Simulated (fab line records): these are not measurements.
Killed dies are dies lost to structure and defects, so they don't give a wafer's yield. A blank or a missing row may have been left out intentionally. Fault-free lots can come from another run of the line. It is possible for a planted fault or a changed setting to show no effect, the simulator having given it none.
fab line records -- flow sky130
record lots=5, wafers=15, last_day=50
route steps=708 shown RES_PROTECT@214 POLY_GATE@217 PAD_OPEN@708
lots untouched by any fault: they come from a run of this same line in which no faults occurred
start_h: hours from the record's opening day to when the first of the lot's shown wafers began -- wait_h: time in hours since the lot's previous step -- " identical to the entry in the row above -- L1.1+2: a row that stands for several wafers -- - either no value or no given start -- * or withheld: withheld -- < > ~ a bound
route shown NAME@n: NAME is a module with steps in the file, n the number in the route of the first one -- usual: mean/standard deviation of fault-free wafers -- same: alike in all rows -- chamber/n: place in a boat -- sites: the reading at each site -- _std_site: their standard deviation -- _edge_site: outer sites' mean less inner sites' -- radius_mm: how far each site lies from the wafer's centre -- mask NAME#n: copy n -- behind: the tool/chamber that last shaped the wafer -- hold: reason for holding the lot/hours on hold/outcome of the hold -- device: which transistor (n, p or np) failed to switch -- end of line: tests run on the same wafers once the route is complete -- a step given without rows: its recipe and nothing more -- killed: not the wafer's yield, but the dies lost to structure and defects at the first sort -- map: a wafer's dies, x killed, . not, _ none there
set.NAME: the run value of the setting; set.NAME@STEP: its run value at that earlier step -- model.NAME: the simulator's own value behind a step, which no gauge read
lots at some steps of the route; a table a step, a row a wafer
services: from which hour (start_h, from the record's first day; less than 0 if before it) a tool's chamber was out of use, for how many hours, and why
## steps
# step SKY_RES_PROTECT_STRIP_07
# recipe chemistry=O2/N2, power_w=1400, pressure_mtorr=1500, platen_temp_c=withheld, o2_flow_sccm=3000, n2_flow_sccm=300, overash_fraction=0.5
# usual drypump_motor_current_A=5.9/0.36, oes_product_au=0.518/0.0047, strip_time_to_endpoint_s=23.32/0.045
lot.wafer,tool,chamber,start_h,wait_h,drypump_motor_current_A,oes_product_au,rf_hours_counter_h,strip_time_to_endpoint_s
L934.2,plasma_asher-03,0,345.90,0.1,5.8,0.516,22,23.23
L934.4,plasma_asher-03,1,345.90,0.1,5.8,0.519,-,23.25
L934.6,plasma_asher-03,0,345.90,0.1,5.8,0.519,-,23.28
L939.2,plasma_asher-03,0,388.75,0.1,5.8,0.519,26,23.31
L939.3,plasma_asher-03,0,388.75,0.1,5.8,0.515,-,23.34
L939.6,plasma_asher-03,0,388.75,0.1,5.8,0.512,-,23.31
L943.3,plasma_asher-01,1,417.34,0.1,6.7,0.516,-,23.31
L943.4,plasma_asher-01,0,417.34,0.1,6.2,0.520,-,23.33
L943.6,plasma_asher-01,1,417.34,0.1,6.7,0.520,-,23.32
L952.2,plasma_asher-01,0,507.91,0.1,6.1,0.510,84,23.31
L952.3,plasma_asher-01,1,507.91,0.1,6.7,0.520,-,23.36
L952.6,plasma_asher-01,1,507.91,0.1,6.7,0.521,-,23.30
L957.4,plasma_asher-01,1,534.64,0.1,6.7,0.518,-,23.35
L957.5,plasma_asher-01,0,534.64,0.1,6.2,0.517,-,23.34
L957.6,plasma_asher-01,1,534.64,0.1,6.7,0.516,-,23.32
# step SKY_RES_PROTECT_TW_MEAS_08
# usual POLY_GATE_TW=4006/30
lot.wafer,tool,chamber,start_h,wait_h,POLY_GATE_TW
L934.2,film_metro-01,-,346.01,0.1,3997
L934.4,film_metro-01,-,346.01,0.1,3995
L934.6,film_metro-01,-,346.01,0.1,3986
L939.2,film_metro-01,-,388.86,0.1,3990
L939.3,film_metro-01,-,388.86,0.1,3988
L939.6,film_metro-01,-,388.86,0.1,3974
L943.3,film_metro-03,-,417.43,0.1,4014
L943.4,film_metro-03,-,417.43,0.1,4014
L943.6,film_metro-03,-,417.43,0.1,4020
L952.2,film_metro-01,-,508.02,0.1,3975
L952.3,film_metro-01,-,508.02,0.1,3958
L952.6,film_metro-01,-,508.02,0.1,3988
L957.4,film_metro-01,-,534.73,0.1,3975
L957.5,film_metro-01,-,534.73,0.1,3983
L957.6,film_metro-01,-,534.73,0.1,3985
# step SKY_RES_PROTECT_CLEAN_09
# recipe chemistry=SC1/SC2, mix=1:4:20, temp_c=70, time_s=150, dry=n2_spin
# step SKY_POLY_GATE_CVD_03
# recipe material=Si3N4, precursor=DCS/NH3, target_thk_nm=75, temp_c=770, time_s=1290, pressure_mtorr=250
# step SKY_POLY_GATE_THK_MEAS_04
# recipe reads=Si3N4_of_POLY_GATE_CVD_03
# usual POLY_GATE_CVD_03_THK=75.6/0.68
lot.wafer,tool,chamber,start_h,wait_h,POLY_GATE_CVD_03_THK[nm]
L934.2,film_metro-04,-,350.25,0.0,74.3
L934.4,film_metro-04,-,350.25,0.0,75.1
L934.6,film_metro-04,-,350.25,0.0,74.8
L939.2,film_metro-04,-,390.36,0.0,75.6
L939.3,film_metro-04,-,390.36,0.0,75.9
L939.6,film_metro-04,-,390.36,0.0,75.3
L943.3,film_metro-01,-,420.25,0.0,76.0
L943.4,film_metro-01,-,420.25,0.0,76.4
L943.6,film_metro-01,-,420.25,0.0,76.4
L952.2,film_metro-04,-,511.37,0.0,74.2
L952.3,film_metro-04,-,511.37,0.0,75.5
L952.6,film_metro-04,-,511.37,0.0,75.2
L957.4,film_metro-03,-,537.57,0.0,75.2
L957.5,film_metro-03,-,537.57,0.0,76.1
L957.6,film_metro-03,-,537.57,0.0,74.8
# step SKY_POLY_GATE_DEHYDRATE_05
# recipe temp_c=200, time_s=60
# step SKY_POLY_GATE_HMDS_06
# recipe prime_time_s=60, prime_temp_c=120
# step SKY_POLY_GATE_COAT_07
# recipe resist=BARC, temp_c=withheld, time_s=withheld, spin_rpm=3000, resist_thk_nm=110
# step SKY_POLY_GATE_COAT_08
# recipe resist=KrF-thick, spin_rpm=3000, resist_thk_nm=450
# step SKY_POLY_GATE_SOFTBAKE_09
# recipe temp_c=100, time_s=90, resist=KrF-thick
# step SKY_POLY_GATE_EXPOSE_10
# recipe mask_id=P1M, na=0.68, source_shape=conventional, sigma_outer=0.6, target_cd_nm=150, dose_mj=28
# step SKY_POLY_GATE_PEB_11
# recipe peb_temp_c=withheld, peb_time_s=withheld, resist=KrF-thick
# step SKY_POLY_GATE_DEVELOP_12
# recipe develop_time_s=60, resist=KrF-thick, dev_temp_c=21
lot.wafer,tool,chamber,start_h,wait_h
L934.2+4+6,litho_track-04,0,377,-
L939.2+3+6,litho_track-03,0,419,-
L943.3+4+6,litho_track-03,0,450,-
L952.2+3+6,litho_track-02,0,541,-
L957.4+5+6,litho_track-04,0,567,-
# step SKY_POLY_GATE_CD_MEAS_13
# recipe target_cd_nm=150
# usual cd_nm=149.9/1.6
lot.wafer,tool,chamber,start_h,wait_h,cd_nm
L934.2,cd_sem-01,-,377.48,-,149.5
L934.4,cd_sem-01,-,377.48,-,149.0
L934.6,cd_sem-01,-,377.48,-,149.5
L939.2,cd_sem-02,-,419.71,-,147.7
L939.3,cd_sem-02,-,419.71,-,148.4
L939.6,cd_sem-02,-,419.71,-,149.2
L943.3,cd_sem-01,-,450.78,-,152.7
L943.4,cd_sem-01,-,450.78,-,147.5
L943.6,cd_sem-01,-,450.78,-,150.7
L952.2,cd_sem-01,-,541.97,-,150.5
L952.3,cd_sem-01,-,541.97,-,151.0
L952.6,cd_sem-01,-,541.97,-,150.4
L957.4,cd_sem-02,-,567.93,-,151.0
L957.5,cd_sem-02,-,567.93,-,150.7
L957.6,cd_sem-02,-,567.93,-,152.2
# step SKY_POLY_GATE_OVL_MEAS_14
# usual POLY_GATE_OVL=6/5.1
lot.wafer,tool,chamber,start_h,wait_h,POLY_GATE_OVL[nm]
L934.2,overlay-01,-,377.59,0.1,2
L934.4,overlay-01,-,377.59,0.1,3
L934.6,overlay-01,-,377.59,0.1,0
L939.2,overlay-02,-,419.82,0.1,6
L939.3,overlay-02,-,419.82,0.1,4
L939.6,overlay-02,-,419.82,0.1,5
L943.3,overlay-02,-,450.88,0.1,16
L943.4,overlay-02,-,450.88,0.1,9
L943.6,overlay-02,-,450.88,0.1,13
L952.2,overlay-02,-,542.08,0.1,11
L952.3,overlay-02,-,542.08,0.1,6
L952.6,overlay-02,-,542.08,0.1,8
L957.4,overlay-02,-,568.01,0.1,8
L957.5,overlay-02,-,568.01,0.1,12
L957.6,overlay-02,-,568.01,0.1,5
# step SKY_POLY_GATE_ETCH_15
# recipe chemistry=N2/H2, target=BARC, ion_energy_ev=200, source_w=500, bias_w=100, pressure_mtorr=30, n2_flow_sccm=100, h2_flow_sccm=200, stop_on=SiO2, time_s=118.5, target_depth_a=1100
# usual drypump_motor_current_A=5.8/0.45, h2_flow_sccm=200.0/0.61, oes_product_au=0.716/0.0049, throttle_valve_pct=13.213/0.0093
lot.wafer,tool,chamber,start_h,wait_h,drypump_motor_current_A,h2_flow_sccm,oes_product_au,rf_hours_counter_h,throttle_valve_pct,model.POLY_GATE.cd_nm
L934.2,rie_diel-02,0,377.62,0.0,6.2,199.4,0.721,89,13.206,147.8
L934.4,rie_diel-02,1,377.62,0.0,5.4,199.7,0.724,13,13.210,148.5
L934.6,rie_diel-02,3,377.62,0.0,5.2,199.9,0.715,-,13.212,149.3
L939.2,rie_diel-01,0,419.85,0.0,5.8,200.9,0.715,39,13.195,148.2
L939.3,rie_diel-01,1,419.85,0.0,6.4,200.1,0.716,4,13.205,148.6
L939.6,rie_diel-01,1,419.85,0.0,6.4,198.9,0.712,-,13.220,150.3
L943.3,rie_diel-03,1,450.90,0.0,5.2,199.5,0.717,0,13.196,148.2
L943.4,rie_diel-03,2,450.90,0.0,6.4,199.6,0.709,7,13.212,148.1
L943.6,rie_diel-03,2,450.90,0.0,6.4,199.0,0.714,-,13.212,150.6
L952.2,rie_diel-03,2,542.11,0.0,6.4,200.1,0.717,9,13.206,149.5
L952.3,rie_diel-03,1,542.11,0.0,5.2,200.0,0.714,2,13.208,148.2
L952.6,rie_diel-03,3,542.11,0.0,5.4,199.6,0.708,-,13.207,151.3
L957.4,rie_diel-03,0,568.03,0.0,6.0,198.9,0.719,1,13.207,149.9
L957.5,rie_diel-03,1,568.03,0.0,5.2,199.8,0.713,-,13.222,147.2
L957.6,rie_diel-03,2,568.03,0.0,6.4,199.7,0.717,-,13.214,152.1
# step SKY_POLY_GATE_ETCH_16
# recipe stop_on=poly-Si, chemistry=CH3F/O2, target=Si3N4, source_w=400, bias_w=80, pressure_mtorr=25, ch3f_flow_sccm=40, O2_flow_sccm=30, time_s=147.5, target_depth_a=750
# usual drypump_motor_current_A=5.8/0.45, oes_product_au=0.642/0.0051, throttle_valve_pct=10.534/0.0092
lot.wafer,tool,chamber,start_h,wait_h,drypump_motor_current_A,oes_product_au,rf_hours_counter_h,throttle_valve_pct,model.POLY_GATE.cd_nm
L934.2,rie_diel-02,0,377.70,0.0,6.2,0.635,89,10.523,147.7
L934.4,rie_diel-02,1,377.70,0.0,5.4,0.634,13,10.535,148.8
L934.6,rie_diel-02,3,377.70,0.0,5.2,0.634,-,10.540,149.3
L939.2,rie_diel-01,0,419.93,0.0,5.8,0.636,39,10.542,148.2
L939.3,rie_diel-01,1,419.93,0.0,6.4,0.640,4,10.522,148.2
L939.6,rie_diel-01,1,419.93,0.0,6.4,0.636,-,10.534,149.8
L943.3,rie_diel-03,1,450.98,0.0,5.2,0.654,0,10.536,148.2
L943.4,rie_diel-03,2,450.98,0.0,6.4,0.638,7,10.548,148.2
L943.6,rie_diel-03,2,450.98,0.0,6.4,0.642,-,10.527,150.6
L952.2,rie_diel-03,2,542.19,0.0,6.3,0.639,9,10.527,149.4
L952.3,rie_diel-03,1,542.19,0.0,5.2,0.636,2,10.543,148.1
L952.6,rie_diel-03,3,542.19,0.0,5.4,0.641,-,10.529,151.1
L957.4,rie_diel-03,0,568.11,0.0,6.0,0.637,1,10.534,149.9
L957.5,rie_diel-03,1,568.11,0.0,5.2,0.647,-,10.523,147.2
L957.6,rie_diel-03,2,568.11,0.0,6.4,0.641,-,10.531,152.2
# step SKY_POLY_GATE_ETCH_17
# recipe target_depth_nm=180, stop_on=SiO2, over_etch_frac=0.56667, chemistry=HBr/Cl2, target=poly-Si, icp_w=400, bias_w=100, pressure_mtorr=10, HBr_flow_sccm=150, Cl2_flow_sccm=50, time_s=70.5
# usual drypump_motor_current_A=5.6/0.42, mfc_cl2_sccm=50.00/0.16, oes_product_au=0.983/0.0078, throttle_valve_pct=33.684/0.0085
lot.wafer,tool,chamber,start_h,wait_h,drypump_motor_current_A,mfc_cl2_sccm,oes_product_au,rf_hours_counter_h,throttle_valve_pct
L934.2,rie_si-01,3,377.80,0.0,4.9,50.14,0.990,1,33.676
L934.4,rie_si-01,2,377.80,0.0,5.4,50.04,0.982,-,33.678
L934.6,rie_si-01,3,377.80,0.0,4.9,50.22,0.981,-,33.669
L939.2,rie_si-02,1,420.03,0.0,6.2,50.23,0.984,56,33.691
L939.3,rie_si-02,0,420.03,0.0,5.7,50.02,0.984,6,33.684
L939.6,rie_si-02,1,420.03,0.0,6.2,49.86,0.986,-,33.682
L943.3,rie_si-02,0,451.08,0.0,5.6,49.86,0.994,6,33.694
L943.4,rie_si-02,1,451.08,0.0,6.3,50.12,0.984,56,33.677
L943.6,rie_si-02,0,451.08,0.0,5.7,49.80,0.986,-,33.697
L952.2,rie_si-02,0,542.29,0.0,5.7,49.85,0.995,6,33.675
L952.3,rie_si-02,1,542.29,0.0,6.2,49.90,0.997,0,33.687
L952.6,rie_si-02,3,542.29,0.0,6.2,50.28,0.988,-,33.672
L957.4,rie_si-02,0,568.21,0.0,5.6,49.79,0.983,7,33.681
L957.5,rie_si-02,3,568.21,0.0,6.1,50.02,0.987,-,33.690
L957.6,rie_si-02,2,568.21,0.0,5.5,49.73,0.974,-,33.676
# step SKY_PAD_OPEN_PROBE_99
# usual killed_at_M0_to_M3=43/6.8, killed_at_M4_up=3.2/1.7, killed_at_contacts=24/5.7, killed_at_front_end=16/4.3, killed_at_other=0.3/0.56, killed_dies=86/9.5, killed_open=47/6.9, killed_short=39/5.8
# same gross_dies=492, killed_at_back_side=0
lot.wafer,tool,chamber,start_h,wait_h,killed_at_M0_to_M3,killed_at_M4_up,killed_at_contacts,killed_at_front_end,killed_at_other,killed_dies,killed_open,killed_short
L952.2,prober-02,-,1185.32,0.1,40,3,32,23,1,99,56,42
L952.3,prober-02,-,1185.37,0.2,45,3,25,19,0,92,49,43
L952.6,prober-02,-,1185.52,0.2,47,5,27,19,0,98,54,44
# killed by level:class
L952.2 CONTACT:geometric_particle:open=15 LI_CONTACT:geometric_particle:open=10 VIA1:geometric_particle:open=9 FIELD_ISO:geometric_particle:short=8 METAL1:geometric_particle:short=6 POLY_GATE:geometric_particle:open=5 FIELD_ISO:geometric_particle:open=4 VIA1:geometric_particle:short=4
L952.3 LI_CONTACT:geometric_particle:open=8 CONTACT:geometric_particle:open=8 VIA3:geometric_particle:open=8 POLY_GATE:geometric_particle:short=6 METAL2:geometric_particle:short=6 VIA1:geometric_particle:open=6 FIELD_ISO:geometric_particle:open=5 METAL1:geometric_particle:short=5
L952.6 VIA3:geometric_particle:open=14 CONTACT:geometric_particle:open=12 VIA2:geometric_particle:short=7 FIELD_ISO:geometric_particle:open=6 POLY_GATE:geometric_particle:short=6 LI_CONTACT:geometric_particle:open=5 LOCAL_INTERCONNECT:geometric_particle:short=5 METAL1:geometric_particle:short=5
## services
tool,chamber,start_h,hours,kind
rie_diel-03,2,333.90,5.7,repair
rie_si-02,2,334.01,8.5,repair
rie_diel-02,1,343.31,15.9,repair
rie_diel-03,-,349.90,5.4,repair
plasma_asher-03,-,350.12,2.8,pm
rie_diel-01,0,355.85,6.4,repair
rie_diel-02,3,371.85,3.8,repair
rie_diel-01,2,377.99,6.8,repair
plasma_asher-03,-,380.63,1.6,repair
rie_diel-02,-,384.11,0.2,repair
rie_si-02,-,385.73,2.8,pm
rie_diel-03,2,403.29,3.9,repair
rie_diel-03,-,410.71,2.8,pm
rie_diel-02,0,411.29,3.5,repair
rie_diel-01,-,434.06,4.3,pm
plasma_asher-01,-,434.14,1.2,repair
rie_diel-02,-,440.29,11.0,repair
rie_si-02,-,465.54,0.4,repair
rie_diel-03,3,470.97,15.5,repair
rie_diel-02,-,471.98,4.3,pm
rie_diel-01,-,477.05,2.8,pm
rie_diel-01,2,505.76,1.7,repair
rie_si-02,3,516.21,7.7,repair
rie_diel-03,1,553.15,2.5,repair
## key
first_sign none at tools or gauges
model_effect step=SKY_POLY_GATE_ETCH_15, value=POLY_GATE.cd_nm, without=151.3, struck=148.1
model_effect step=SKY_POLY_GATE_ETCH_16, value=POLY_GATE.cd_nm, without=151.4, struck=148.2
met_at SKY_POLY_GATE_DEVELOP_12
struck_wafers L943.4
tester_left_out L943
onset_between 419 450
fault kind=process_parameter_drift, tool=litho_track-03, chamber=-, onset_h=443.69, steps=SKY_POLY_GATE_DEVELOP_12, channel=develop_time_s, offset=*, shape=step, end_h=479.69, scope=struck_wafers_only, acts_in=*, stated=*
# tester_left_out: of these lots the tester's yield and bins aren't shown, on N5 and GAA mostly nor the transistor test; their killed dies are dies lost to structure and defects alone, not to doping, threshold or leakage, so they don't give the yield
